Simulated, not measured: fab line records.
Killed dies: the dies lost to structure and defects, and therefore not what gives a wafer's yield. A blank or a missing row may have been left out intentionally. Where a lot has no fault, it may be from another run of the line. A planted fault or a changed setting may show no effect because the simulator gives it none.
fab line records -- flow sky130
record: lots: 12, wafers: 36, last-day: 49
route steps=708 shown NWELL@63 VT_ADJUST_HVTP@88 VT_ADJUST_LVTN@105 PAD_OPEN@708
lots that met no fault: taken from a fault-free run of the same line
start-h: the number of hours between the record's first day and the start of the first shown wafer of the lot -- wait-h: hours since the lot's step before -- " the same as in the row above -- L1.1+2: several wafers, shown together as one row -- - either no value or no given start -- * or withheld: withheld -- < > ~ a bound
route shown NAME@n: a module of which the file shows steps, and the number in the route of the first -- usual: mean/standard deviation taken from wafers without a fault -- same: alike in all rows -- chamber/n: place in a boat -- sites: each site's reading -- _std_site: standard deviation across them -- _edge_site: the outer-site mean with the inner-site mean subtracted -- radius-mm: how far each site lies from the wafer's centre -- mask NAME#n: copy n -- behind: the most recent tool/chamber to have shaped the wafer -- hold: why the lot was held/for how many hours/how that ended -- device: which transistor (n, p or np) failed to switch -- end of line: at the end of the route, the tests of the same wafers -- where a step has no rows: the recipe by itself -- killed: dies that structure and defects cost at the first sort, which is not the same as the wafer's yield -- map: a wafer's dies, x killed, . not, _ none there
set.NAME: the setting that was run; set.NAME@STEP: the one run at that earlier step -- model.NAME: the simulator's own value behind a step, which no gauge read
the route's steps for a sample of lots (tables are steps, rows are wafers)
services: from which hour (start-h, from the record's first day; less than 0 if before it) a tool's chamber was out of use, for how many hours, and why
== steps ==
step: SKY_NWELL_OVL_MEAS_10
usual: NWELL_00_OVL: -0.1/1.5
lot.wafer,tool,chamber,start-h,wait-h,NWELL_00_OVL[nm]
L901.1,overlay-01,-,84.33,-,3.2
L901.3,overlay-01,-,84.33,-,-0.1
L901.4,overlay-01,-,84.33,-,1.0
L903.3,overlay-01,-,99.02,-,-1.5
L903.4,overlay-01,-,99.02,-,-0.2
L903.6,overlay-01,-,99.02,-,-0.5
L904.1,overlay-02,-,103.29,-,1.8
L904.5,overlay-02,-,103.29,-,1.2
L904.6,overlay-02,-,103.29,-,1.6
L906.1,overlay-02,-,114.18,-,-2.4
L906.4,overlay-02,-,114.18,-,-1.8
L906.5,overlay-02,-,114.18,-,-1.3
L907.4,overlay-02,-,119.85,-,-1.4
L907.5,overlay-02,-,119.85,-,-2.0
L907.6,overlay-02,-,119.85,-,-1.4
L908.1,overlay-01,-,126.70,-,1.4
L908.2,overlay-01,-,126.70,-,1.0
L908.3,overlay-01,-,126.70,-,0.6
L909.1,overlay-01,-,130.88,-,-1.2
L909.3,overlay-01,-,130.88,-,-0.8
L909.6,overlay-01,-,130.88,-,-0.8
L910.1,overlay-02,-,137.94,-,-2.7
L910.2,overlay-02,-,137.94,-,-2.1
L910.6,overlay-02,-,137.94,-,-2.3
L918.3,overlay-01,-,189.77,-,-1.7
L918.4,overlay-01,-,189.77,-,-2.6
L918.5,overlay-01,-,189.77,-,-0.3
L920.1,overlay-02,-,203.24,-,-1.9
L920.2,overlay-02,-,203.24,-,-0.9
L920.3,overlay-02,-,203.24,-,-1.2
L922.1,overlay-01,-,208.38,-,-0.1
L922.2,overlay-01,-,208.38,-,0.8
L922.4,overlay-01,-,208.38,-,-1.0
L921.2,overlay-02,-,208.94,-,2.1
L921.4,overlay-02,-,208.94,-,-1.0
L921.6,overlay-02,-,208.94,-,1.6
step: SKY_VT_ADJUST_HVTP_SOFTBAKE_03
recipe: temp-c: 90, time-s: 62.69, resist: NOVOLAK
usual: plate-sensor-t-centre-C: 90.757/0.0099, plate-sensor-t-edge-C: 90.830/0.011
lot.wafer,tool,chamber,start-h,wait-h,plate-sensor-t-centre-C,plate-sensor-t-edge-C
L901.1,litho-track-01,0,111.15,0.1,90.756,90.827
L901.3,litho-track-01,0,111.15,0.1,90.757,90.818
L901.4,litho-track-01,0,111.15,0.1,90.763,90.835
L903.3,litho-track-03,0,127.78,0.1,90.765,90.830
L903.4,litho-track-03,0,127.78,0.1,90.742,90.847
L903.6,litho-track-03,0,127.78,0.1,90.740,90.817
L904.1,litho-track-04,0,130.81,0.1,90.751,90.844
L904.5,litho-track-04,0,130.81,0.1,90.783,90.826
L904.6,litho-track-04,0,130.81,0.1,90.755,90.831
L906.1,litho-track-03,0,142.28,0.1,90.763,90.833
L906.4,litho-track-03,0,142.28,0.1,90.752,90.828
L906.5,litho-track-03,0,142.28,0.1,90.756,90.821
L907.4,litho-track-04,0,148.38,0.1,90.741,90.833
L907.5,litho-track-04,0,148.38,0.1,90.762,90.839
L907.6,litho-track-04,0,148.38,0.1,90.755,90.827
L908.1,litho-track-03,0,154.88,0.1,90.753,90.832
L908.2,litho-track-03,0,154.88,0.1,90.753,90.847
L908.3,litho-track-03,0,154.88,0.1,90.741,90.821
L909.1,litho-track-03,0,159.83,0.1,90.750,90.818
L909.3,litho-track-03,0,159.83,0.1,90.750,90.823
L909.6,litho-track-03,0,159.83,0.1,90.765,90.831
L910.1,litho-track-04,0,168.30,0.1,90.750,90.820
L910.2,litho-track-04,0,168.30,0.1,90.745,90.820
L910.6,litho-track-04,0,168.30,0.1,90.753,90.831
L918.3,litho-track-01,0,223.65,0.1,90.776,90.817
L918.4,litho-track-01,0,223.65,0.1,90.756,90.840
L918.5,litho-track-01,0,223.65,0.1,90.783,90.826
L920.1,litho-track-03,0,238.03,0.1,90.739,90.848
L920.2,litho-track-03,0,238.03,0.1,90.761,90.843
L920.3,litho-track-03,0,238.03,0.1,90.744,90.829
L922.1,litho-track-03,0,242.53,0.1,90.741,90.835
L922.2,litho-track-03,0,242.53,0.1,90.759,90.858
L922.4,litho-track-03,0,242.53,0.1,90.761,90.845
L921.2,litho-track-01,0,243.28,0.1,90.754,90.823
L921.4,litho-track-01,0,243.28,0.1,90.758,90.844
L921.6,litho-track-01,0,243.28,0.1,90.767,90.831
step: SKY_VT_ADJUST_LVTN_IMPLANT_08
recipe: species: B, energy-kev: 30, dose-cm2: 1.57e+12, tilt-deg: withheld
usual: beam-on-s: 9.99/0.21
lot.wafer,tool,chamber,start-h,wait-h,beam-on-s
L901.1,implanter-03,0,138.44,0.0,10.04
L901.3,implanter-03,0,138.44,0.0,9.97
L901.4,implanter-03,0,138.44,0.0,9.93
L903.3,implanter-03,0,155.62,0.1,9.90
L903.4,implanter-03,0,155.62,0.1,10.40
L903.6,implanter-03,0,155.62,0.1,10.18
L904.1,implanter-01,0,159.07,0.0,9.79
L904.5,implanter-01,0,159.07,0.0,9.68
L904.6,implanter-01,0,159.07,0.0,9.78
L906.1,implanter-03,0,171.69,0.0,10.17
L906.4,implanter-03,0,171.69,0.0,9.95
L906.5,implanter-03,0,171.69,0.0,10.05
L907.4,implanter-01,0,178.40,0.1,9.81
L907.5,implanter-01,0,178.40,0.1,9.58
L907.6,implanter-01,0,178.40,0.1,10.31
L908.1,implanter-03,0,185.52,0.0,10.03
L908.2,implanter-03,0,185.52,0.0,9.79
L908.3,implanter-03,0,185.52,0.0,9.90
L909.1,implanter-03,0,190.52,0.0,9.98
L909.3,implanter-03,0,190.52,0.0,10.12
L909.6,implanter-03,0,190.52,0.0,10.03
L910.1,implanter-03,0,199.22,0.0,9.87
L910.2,implanter-03,0,199.22,0.0,10.08
L910.6,implanter-03,0,199.22,0.0,9.57
L918.3,implanter-03,0,258.62,0.1,10.20
L918.4,implanter-03,0,258.62,0.1,10.13
L918.5,implanter-03,0,258.62,0.1,9.73
L920.1,implanter-03,0,273.49,0.0,10.05
L920.2,implanter-03,0,273.49,0.0,9.62
L920.3,implanter-03,0,273.49,0.0,10.06
L922.1,implanter-02,0,278.89,0.0,10.14
L922.2,implanter-02,0,278.89,0.0,10.17
L922.4,implanter-02,0,278.89,0.0,10.16
L921.2,implanter-02,0,280.09,0.0,10.14
L921.4,implanter-02,0,280.09,0.0,9.53
L921.6,implanter-02,0,280.09,0.0,9.83
step: SKY_VT_ADJUST_LVTN_STRIP_09
recipe: chemistry: O2/N2, power-w: 1400, pressure-mtorr: 1500, platen-temp-c: withheld, o2-flow-sccm: 3000, n2-flow-sccm: 300, overash-fraction: 0.5
usual: drypump-motor-current-A: 5.7/0.53, o2-flow-sccm: 3001/8.8, oes-product-au: 0.723/0.0042, strip-time-to-endpoint-s: 37.01/0.1
same: overash-fraction: 0.5
lot.wafer,tool,chamber,start-h,wait-h,drypump-motor-current-A,o2-flow-sccm,oes-product-au,rf-hours-counter-h,strip-time-to-endpoint-s
L901.1,plasma-asher-03,1,138.59,0.1,6.2,2985,0.728,46,37.06
L901.3,plasma-asher-03,0,138.59,0.1,5.9,3013,0.731,-,37.01
L901.4,plasma-asher-03,1,138.59,0.1,6.2,2989,0.711,-,36.91
L903.3,plasma-asher-02,0,155.76,0.1,5.5,3009,0.722,-,37.05
L903.4,plasma-asher-02,1,155.76,0.1,4.9,3009,0.719,-,37.17
L903.6,plasma-asher-02,0,155.76,0.1,5.5,2998,0.719,-,37.09
L904.1,plasma-asher-02,0,159.22,0.1,5.5,2999,0.723,4,37.03
L904.5,plasma-asher-02,0,159.22,0.1,5.5,3010,0.719,-,37.03
L904.6,plasma-asher-02,1,159.22,0.1,4.9,2990,0.720,-,36.96
L906.1,plasma-asher-02,1,171.84,0.1,4.9,2991,0.722,5,36.94
L906.4,plasma-asher-02,1,171.84,0.1,4.9,3002,0.724,-,36.89
L906.5,plasma-asher-02,1,171.84,0.1,4.9,3006,0.727,-,36.77
L907.4,plasma-asher-03,0,178.51,0.1,5.9,2994,0.717,-,37.00
L907.5,plasma-asher-03,0,178.51,0.1,5.9,2989,0.729,-,37.07
L907.6,plasma-asher-03,1,178.51,0.1,6.2,2998,0.720,-,36.80
L908.1,plasma-asher-03,0,185.67,0.1,5.9,3004,0.716,50,36.93
L908.2,plasma-asher-03,1,185.67,0.1,6.2,3004,0.725,50,36.94
L908.3,plasma-asher-03,1,185.67,0.1,6.2,2997,0.724,-,36.85
L909.1,plasma-asher-03,1,190.67,0.1,6.2,3005,0.719,51,37.00
L909.3,plasma-asher-03,1,190.67,0.1,6.2,3000,0.723,-,37.00
L909.6,plasma-asher-03,0,190.67,0.1,5.9,2997,0.720,-,37.04
L910.1,plasma-asher-03,0,199.37,0.1,5.9,2997,0.731,52,37.06
L910.2,plasma-asher-03,1,199.37,0.1,6.2,2980,0.722,52,37.03
L910.6,plasma-asher-03,1,199.37,0.1,6.2,2981,0.729,-,37.03
L918.3,plasma-asher-03,0,258.76,0.1,5.9,2995,0.723,-,37.14
L918.4,plasma-asher-03,1,258.76,0.1,6.2,3003,0.726,-,37.00
L918.5,plasma-asher-03,0,258.76,0.1,5.9,2998,0.719,-,37.13
L920.1,plasma-asher-03,0,273.64,0.1,5.9,3008,0.719,59,36.81
L920.2,plasma-asher-03,1,273.64,0.1,6.2,3012,0.728,59,36.91
L920.3,plasma-asher-03,1,273.64,0.1,6.2,3008,0.718,-,36.85
L922.1,plasma-asher-02,0,279.04,0.1,5.5,3000,0.714,15,37.06
L922.2,plasma-asher-02,1,279.04,0.1,4.9,3004,0.726,15,37.21
L922.4,plasma-asher-02,1,279.04,0.1,4.9,3011,0.720,-,36.98
L921.2,plasma-asher-02,1,280.22,0.1,4.9,3000,0.720,15,37.06
L921.4,plasma-asher-02,0,280.22,0.1,5.5,3009,0.725,-,37.15
L921.6,plasma-asher-02,0,280.22,0.1,5.5,3015,0.723,-,37.05
step: SKY_VT_ADJUST_LVTN_TW_MEAS_10
usual: VT_ADJUST_LVTN_TW: 241.6/1.8
lot.wafer,tool,chamber,start-h,wait-h,hold,VT_ADJUST_LVTN_TW
L901.1,film-metro-02,-,138.69,0.1,-,238.6
L901.3,film-metro-02,-,138.69,0.1,-,241.7
L901.4,film-metro-02,-,138.69,0.1,-,241.0
L903.3,film-metro-03,-,155.84,0.1,-,240.7
L903.4,film-metro-03,-,155.84,0.1,-,240.3
L903.6,film-metro-03,-,155.84,0.1,-,241.6
L904.1,film-metro-02,-,159.32,0.1,-,241.4
L904.5,film-metro-02,-,159.32,0.1,-,242.3
L904.6,film-metro-02,-,159.32,0.1,-,240.2
L906.1,film-metro-02,-,171.94,0.1,-,240.7
L906.4,film-metro-02,-,171.94,0.1,-,241.3
L906.5,film-metro-02,-,171.94,0.1,-,240.3
L907.4,film-metro-01,-,178.60,0.1,-,242.8
L907.5,film-metro-01,-,178.60,0.1,-,242.5
L907.6,film-metro-01,-,178.60,0.1,-,243.0
L908.1,film-metro-03,-,185.77,0.1,-,240.2
L908.2,film-metro-03,-,185.77,0.1,-,239.3
L908.3,film-metro-03,-,185.77,0.1,-,240.6
L909.1,film-metro-01,-,190.77,0.1,-,243.8
L909.3,film-metro-01,-,190.77,0.1,-,243.0
L909.6,film-metro-01,-,190.77,0.1,-,242.8
L910.1,film-metro-01,-,199.47,0.1,-,244.4
L910.2,film-metro-01,-,199.47,0.1,-,244.8
L910.6,film-metro-01,-,199.47,0.1,-,244.2
L918.3,film-metro-02,-,258.84,0.1,await-dispo/0.2h/release,240.6
L918.4,film-metro-02,-,258.84,0.1,await-dispo/0.2h/release,240.5
L918.5,film-metro-02,-,258.84,0.1,await-dispo/0.2h/release,230.0
L918.3,film-metro-02,-,259.07,0.2,-,239.9
L918.4,film-metro-02,-,259.07,0.2,-,240.5
L918.5,film-metro-02,-,259.07,0.2,-,229.6
L920.1,film-metro-02,-,273.74,0.1,await-dispo/0.2h/release,230.8
L920.2,film-metro-02,-,273.74,0.1,await-dispo/0.2h/release,241.2
L920.3,film-metro-02,-,273.74,0.1,await-dispo/0.2h/release,242.1
L920.1,film-metro-02,-,273.97,0.2,-,229.6
L920.2,film-metro-02,-,273.97,0.2,-,241.1
L920.3,film-metro-02,-,273.97,0.2,-,240.4
L922.1,film-metro-02,-,279.14,0.1,-,241.5
L922.2,film-metro-02,-,279.14,0.1,-,240.4
L922.4,film-metro-02,-,279.14,0.1,-,239.9
L921.2,film-metro-01,-,280.33,0.1,-,244.7
L921.4,film-metro-01,-,280.33,0.1,-,243.8
L921.6,film-metro-01,-,280.33,0.1,-,244.3
step: SKY_PAD_OPEN_PROBE_99
usual: killed_at_M0_to_M3: 44/7.8, killed_at_M4_up: 2.9/1.7, killed-at-contacts: 24/5.4, killed-at-front-end: 15/4.5, killed-at-other: 0.3/0.55, killed-dies: 87/10, killed-on-rim: 17/4.1, killed-open: 48/7.4, killed-short: 39/5.9
same: gross-dies: 492, killed-at-back-side: 0
lot.wafer,tool,chamber,start-h,wait-h,killed_at_M0_to_M3,killed_at_M4_up,killed-at-contacts,killed-at-front-end,killed-at-other,killed-dies,killed-on-rim,killed-open,killed-short
L904.1,prober-01,-,1091.30,0.1,43,2,31,18,0,94,19,50,44
L904.5,prober-01,-,1091.50,0.2,44,3,29,13,0,89,17,43,46
L904.6,prober-01,-,1091.55,0.2,46,2,22,18,0,88,22,57,31
L907.4,prober-01,-,1115.56,0.2,44,4,13,20,1,82,22,47,35
L907.5,prober-01,-,1115.61,0.2,41,1,20,13,0,75,14,39,36
L907.6,prober-01,-,1115.66,0.2,53,1,23,18,0,95,17,64,31
L909.1,prober-01,-,1121.07,0.1,58,4,26,13,0,101,17,63,38
L909.3,prober-01,-,1121.17,0.2,60,4,18,9,0,91,17,52,39
L909.6,prober-01,-,1121.32,0.2,54,3,28,21,2,108,23,55,53
L910.1,prober-01,-,1127.20,0.1,32,4,17,13,0,66,16,36,30
L910.2,prober-01,-,1127.25,0.1,43,2,25,16,0,86,17,45,41
L910.6,prober-01,-,1127.45,0.2,48,3,33,21,0,105,16,58,47
L918.3,prober-01,-,1172.86,0.2,43,6,35,15,0,99,22,54,45
L918.4,prober-01,-,1172.91,0.2,37,4,26,20,0,87,18,52,35
L918.5,prober-01,-,1172.96,0.2,34,0,28,18,1,81,20,44,37
L920.1,prober-02,-,1184.62,0.1,51,3,22,14,0,90,22,47,43
L920.2,prober-02,-,1184.67,0.1,38,2,22,16,0,78,14,42,36
L920.3,prober-02,-,1184.72,0.2,47,6,31,10,0,94,19,60,34
L922.1,prober-02,-,1186.12,0.1,43,2,20,16,0,81,18,40,41
L922.2,prober-02,-,1186.17,0.1,44,1,23,15,0,83,12,42,41
L922.4,prober-02,-,1186.27,0.2,49,9,24,16,1,99,20,51,48
killed by level:class
L904.1 CONTACT:geometric-particle:open=11 VIA2:geometric-particle:open=9 CONTACT:geometric-particle:short=8 LI_CONTACT:geometric-particle:open=7 VIA1:geometric-particle:open=7 VIA3:geometric-particle:open=6 VIA1:geometric-particle:short=6 POLY_GATE:geometric-particle:short=5
L904.5 CONTACT:geometric-particle:open=9 VIA3:geometric-particle:open=8 VIA1:geometric-particle:open=7 LI_CONTACT:geometric-particle:short=6 VIA1:geometric-particle:short=6 CONTACT:geometric-particle:short=5 METAL2:geometric-particle:short=5 VIA2:geometric-particle:open=5
L904.6 VIA1:geometric-particle:open=14 CONTACT:geometric-particle:open=10 POLY_GATE:geometric-particle:open=8 LI_CONTACT:geometric-particle:open=7 VIA1:geometric-particle:short=6 VIA3:geometric-particle:open=6 VIA2:geometric-particle:open=5 POLY_GATE:geometric-particle:short=4
L907.4 VIA1:geometric-particle:open=14 VIA3:geometric-particle:open=6 FIELD_ISO:geometric-particle:short=5 LOCAL_INTERCONNECT:geometric-particle:short=5 CONTACT:geometric-particle:open=5 METAL1:geometric-particle:short=5 VIA2:geometric-particle:short=5 POLY_GATE:geometric-particle:short=4
L907.5 CONTACT:geometric-particle:open=10 VIA1:geometric-particle:open=10 VIA2:geometric-particle:open=6 METAL1:geometric-particle:short=5 METAL2:geometric-particle:short=5 FIELD_ISO:geometric-particle:short=4 VIA1:geometric-particle:short=4 VIA3:geometric-particle:open=4
L907.6 VIA1:geometric-particle:open=13 VIA2:geometric-particle:open=9 CONTACT:geometric-particle:open=8 VIA3:geometric-particle:open=7 LI_CONTACT:geometric-particle:open=7 FIELD_ISO:geometric-particle:open=6 POLY_GATE:geometric-particle:open=6 VIA3:geometric-particle:short=5
L909.1 CONTACT:geometric-particle:open=12 VIA1:geometric-particle:open=11 VIA3:geometric-particle:open=10 VIA2:geometric-particle:open=8 CONTACT:geometric-particle:short=5 METAL2:geometric-particle:short=5 FIELD_ISO:geometric-particle:open=4 METAL1:geometric-particle:open=4
L909.3 VIA1:geometric-particle:open=11 VIA3:geometric-particle:open=9 METAL2:geometric-particle:short=8 VIA2:geometric-particle:open=8 LI_CONTACT:geometric-particle:open=7 CONTACT:geometric-particle:open=7 METAL1:geometric-particle:short=6 VIA1:geometric-particle:short=4
L909.6 VIA1:geometric-particle:open=11 CONTACT:geometric-particle:open=8 VIA3:geometric-particle:open=8 LI_CONTACT:geometric-particle:open=7 FIELD_ISO:geometric-particle:short=6 CONTACT:geometric-particle:short=6 METAL1:geometric-particle:short=6 VIA1:geometric-particle:short=6
L910.1 CONTACT:geometric-particle:open=7 VIA1:geometric-particle:open=7 FIELD_ISO:geometric-particle:short=6 LI_CONTACT:geometric-particle:open=4 METAL1:geometric-particle:short=4 METAL2:geometric-particle:short=4 VIA2:geometric-particle:open=4 CONTACT:geometric-particle:short=3
L910.2 CONTACT:geometric-particle:open=12 VIA2:geometric-particle:open=10 FIELD_ISO:geometric-particle:short=7 METAL1:geometric-particle:short=6 FIELD_ISO:geometric-particle:open=5 LI_CONTACT:geometric-particle:open=5 VIA2:geometric-particle:short=5 LOCAL_INTERCONNECT:geometric-particle:short=4
L910.6 VIA1:geometric-particle:open=12 LI_CONTACT:geometric-particle:open=10 CONTACT:geometric-particle:open=9 LOCAL_INTERCONNECT:geometric-particle:short=8 FIELD_ISO:geometric-particle:short=7 VIA3:geometric-particle:open=7 METAL2:geometric-particle:short=6 POLY_GATE:geometric-particle:short=5
L918.3 CONTACT:geometric-particle:open=14 VIA1:geometric-particle:open=13 METAL2:geometric-particle:short=8 METAL1:geometric-particle:short=7 LI_CONTACT:geometric-particle:open=6 CONTACT:geometric-particle:short=6 LOCAL_INTERCONNECT:geometric-particle:short=5 FIELD_ISO:geometric-particle:open=4
L918.4 CONTACT:geometric-particle:open=13 VIA1:geometric-particle:open=9 POLY_GATE:geometric-particle:open=6 LI_CONTACT:geometric-particle:open=5 CONTACT:geometric-particle:short=5 VIA2:geometric-particle:open=5 POLY_GATE:geometric-particle:short=4 METAL2:geometric-particle:short=4
L918.5 LI_CONTACT:geometric-particle:open=7 CONTACT:geometric-particle:open=7 VIA1:geometric-particle:open=6 FIELD_ISO:geometric-particle:open=5 LI_CONTACT:geometric-particle:short=5 FIELD_ISO:geometric-particle:short=4 POLY_GATE:geometric-particle:open=4 METAL1:geometric-particle:open=4
L920.1 VIA1:geometric-particle:open=13 CONTACT:geometric-particle:open=8 METAL2:geometric-particle:short=7 FIELD_ISO:geometric-particle:short=6 METAL1:geometric-particle:short=6 VIA2:geometric-particle:open=6 LI_CONTACT:geometric-particle:open=5 LI_CONTACT:geometric-particle:short=4
L920.2 VIA1:geometric-particle:open=12 LI_CONTACT:geometric-particle:open=8 CONTACT:geometric-particle:short=5 METAL1:geometric-particle:short=5 METAL2:geometric-particle:short=5 VIA3:geometric-particle:open=5 POLY_GATE:geometric-particle:short=4 CONTACT:geometric-particle:open=4
L920.3 LI_CONTACT:geometric-particle:open=14 CONTACT:geometric-particle:open=10 VIA2:geometric-particle:open=9 VIA3:geometric-particle:open=8 METAL1:geometric-particle:short=7 METAL2:geometric-particle:short=7 VIA1:geometric-particle:short=4 FIELD_ISO:geometric-particle:open=3
L922.1 VIA1:geometric-particle:open=10 VIA1:geometric-particle:short=8 CONTACT:geometric-particle:open=6 METAL2:geometric-particle:short=5 VIA2:geometric-particle:open=5 VIA3:geometric-particle:open=5 FIELD_ISO:geometric-particle:short=4 POLY_GATE:geometric-particle:short=4
L922.2 VIA3:geometric-particle:open=10 METAL1:geometric-particle:short=9 VIA1:geometric-particle:open=8 LI_CONTACT:geometric-particle:open=7 METAL2:geometric-particle:short=6 POLY_GATE:geometric-particle:short=5 CONTACT:geometric-particle:open=5 FIELD_ISO:geometric-particle:open=4
L922.4 VIA1:geometric-particle:open=11 LI_CONTACT:geometric-particle:open=11 METAL4:geometric-particle:short=7 VIA3:geometric-particle:short=6 VIA1:geometric-particle:short=6 VIA3:geometric-particle:open=6 POLY_GATE:geometric-particle:open=5 LOCAL_INTERCONNECT:geometric-particle:short=4
== services ==
tool,chamber,start-h,hours,kind
implanter-01,-,88.13,2.7,pm
implanter-02,-,92.04,3.0,pm
plasma-asher-02,-,108.75,9.0,pm
plasma-asher-02,0,108.75,9.0,vent-cycle
plasma-asher-02,1,108.75,9.0,vent-cycle
plasma-asher-02,0,117.75,-,clean
plasma-asher-02,1,117.75,-,clean
implanter-02,-,132.58,2.0,repair
implanter-03,-,133.56,0.8,repair
implanter-03,-,135.78,0.5,repair
implanter-01,-,151.69,5.0,repair
implanter-02,-,195.54,1.0,repair
implanter-01,-,219.74,3.2,repair
== key ==
first-sign: step: SKY_VT_ADJUST_LVTN_TW_MEAS_10, reading: visit, direction: added
effect: step: SKY_VT_ADJUST_LVTN_TW_MEAS_10, reading: VT_ADJUST_LVTN_TW, direction: down, sigmas: 6.4, usual: 241.6, struck: 230.4
met-at SKY_VT_ADJUST_LVTN_IMPLANT_08
struck-lots L918,L920
struck-wafers L918.5,L920.1
tester-left-out L918,L920
not-acting-at SKY_NWELL_OVL_MEAS_10,SKY_VT_ADJUST_HVTP_SOFTBAKE_03,SKY_VT_ADJUST_LVTN_STRIP_09
onset-between 199.22 258.62
fault: kind: process-parameter-drift, tool: implanter-03, chamber: -, onset-h: 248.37, steps: SKY_VT_ADJUST_LVTN_IMPLANT_08, channel: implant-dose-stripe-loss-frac, offset: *, shape: step, end-h: 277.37, scope: struck-wafers-only
tester-left-out: of these lots the tester's yield and bins aren't shown, on N5 and GAA mostly nor the transistor test; their killed dies are dies lost to structure and defects alone, not to doping, threshold or leakage, so they don't give the yield
